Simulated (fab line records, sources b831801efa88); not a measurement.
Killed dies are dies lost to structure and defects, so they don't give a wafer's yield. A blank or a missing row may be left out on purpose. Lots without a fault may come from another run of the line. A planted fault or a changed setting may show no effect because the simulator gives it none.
A struck lot beside a sound one | flow sky130 | 17 steps out of a route of 708
Sound: wafers L617.1, L617.2, L617.4. Struck: wafers L621.2, L621.5, L621.6. The cause comes at the end.
At each step with rows: each side's tool, then ch and its chambers, then its first start. Under that, the readings that differ: sound wafers | struck wafers | difference of the means | sigmas: that difference in standard deviations of wafers without a fault.
alike: readings whose means differ by less than 2 such deviations, and words and numbers that are the same on both sides. not compared: withheld readings, readings that some wafer has no value for, bounds like >300 that may hide the same value, and numbers for which the record gives no deviation and whose values overlap.
The two part at a step that has a row with sigmas, a row that says differs or no value, or rows on one side only. Numbers that don't overlap but have no deviation are shown without sigmas and don't part them. A reading that every wafer of one side lacks parts them only if that side has two wafers or more.

SKY_LI_CONTACT_CMP_02: polishes PSG.
  sound on cmp-02 ch 0,2,3, day 29 15:39; struck on cmp-01 ch 0,1,2, day 31 02:07
  alike: motor_current_A, time_to_endpoint_s
SKY_LI_CONTACT_BOW_MEAS_03:
  sound on film_metro-04, day 29 15:57; struck on film_metro-03, day 31 02:17
  alike: LI_CONTACT_BOW
then, 8 steps without rows for these wafers: SKY_LI_CONTACT_DEHYDRATE_04 (time 60 s); SKY_LI_CONTACT_HMDS_05 (prime time 60 s); SKY_LI_CONTACT_COAT_06 (resist thk 60 nm); SKY_LI_CONTACT_COAT_07 (resist thk 450 nm); SKY_LI_CONTACT_SOFTBAKE_08 (time 90 s); SKY_LI_CONTACT_EXPOSE_09 (exposes mask LICM1, target cd 170 nm); SKY_LI_CONTACT_PEB_10; SKY_LI_CONTACT_DEVELOP_11 (develop time 60 s).
SKY_LI_CONTACT_CD_MEAS_12: target cd 170 nm.
  sound on cd_sem-02, day 30 20:59; struck on cd_sem-01, day 32 06:04
  alike: cd_nm
SKY_LI_CONTACT_OVL_MEAS_13:
  sound on overlay-01, day 30 21:07; struck on overlay-01, day 32 06:10
  alike: LI_CONTACT_OVL
SKY_LI_CONTACT_ETCH_14: etches BARC in N2/H2, stops on SiO2, time 45.9 s, target depth 60 nm.
  sound on rie_diel-01 ch 0,2,3, day 30 21:09; struck on rie_diel-02 ch 0,1,2, day 32 06:12
  no value came back on the struck wafers for any of 6 readings (bias_w (W), chamber_pressure_mTorr (mTorr) and others); on the sound wafers bias_w (W) reads 99.83 100.14 99.81
  reading                                           | sound             | struck          | difference | sigmas
  model.KrF-thick_of_LI_CONTACT_COAT_07.thk_nm (nm) | 390.8 393.1 391.1 | 436.8 437.3 436 | +45.0      |
SKY_LI_CONTACT_ETCH_15: etches PSG in C4F8/O2/Ar, stops on Si, target depth 600 nm.
  sound on rie_diel-01 ch 0,2,3, day 30 21:11; struck on rie_diel-02 ch 0,1,2, day 32 06:14
  reading                                           | sound             | struck            | difference | sigmas
  oes_product_au (a.u.)                             | 0.830 0.840 0.839 | 0.375 0.374 0.375 | -0.462     | -99 or more
  model.KrF-thick_of_LI_CONTACT_COAT_07.thk_nm (nm) | 232.4 235.1 228.5 | 277.7 280.4 276.5 | +46.2      |
  alike: bias_w, chamber_pressure_mTorr
SKY_LI_CONTACT_STRIP_16: strips in O2/N2.
  sound on plasma_asher-03 ch 0,1, day 30 21:17; struck on plasma_asher-03 ch 0,1, day 32 06:20
  reading                      | sound             | struck            | difference | sigmas
  oes_product_au (a.u.)        | 0.370 0.384 0.376 | 0.384 0.394 0.398 | +0.015     | +4
  strip_time_to_endpoint_s (s) | 3.50 3.53 3.45    | 3.96 4.02 3.98    | +0.49      | +15
  alike: drypump_motor_current_A
  not compared: rf_hours_counter_h
then, 1 step without rows for these wafers: SKY_LI_CONTACT_CLEAN_17 (cleans in NMP, time 600 s).
-- the record jumps here: 16 days lie between the struck wafers' starts before and after (it left off in module LI_CONTACT and takes up again in module PAD_OPEN, whose first step shown is number 708 of the route) --
SKY_PAD_OPEN_PROBE_99:
  sound on prober-01, day 47 03:26; struck on prober-02, day 48 03:26
  reading            | sound    | struck      | difference | sigmas
  killed_at_M0_to_M3 | 33 54 52 | 186 196 211 | +151       | +22
  killed_at_M4_up    | 1 3 5    | 63 41 60    | +52        | +29
  killed_at_contacts | 24 22 17 | 160 179 153 | +143       | +25
  killed_at_other    | 0 0 0    | 67 57 53    | +59        | +99 or more
  killed_dies        | 76 97 97 | 492 492 492 | +402       | +42
  killed_on_rim      | 13 21 12 | 96 96 96    | +81        | +21
  alike: killed_at_front_end, killed_open, killed_short

WHERE THEY PART
First at SKY_LI_CONTACT_ETCH_14; last, within this record, at SKY_PAD_OPEN_PROBE_99.

WHY: what the simulator had put in
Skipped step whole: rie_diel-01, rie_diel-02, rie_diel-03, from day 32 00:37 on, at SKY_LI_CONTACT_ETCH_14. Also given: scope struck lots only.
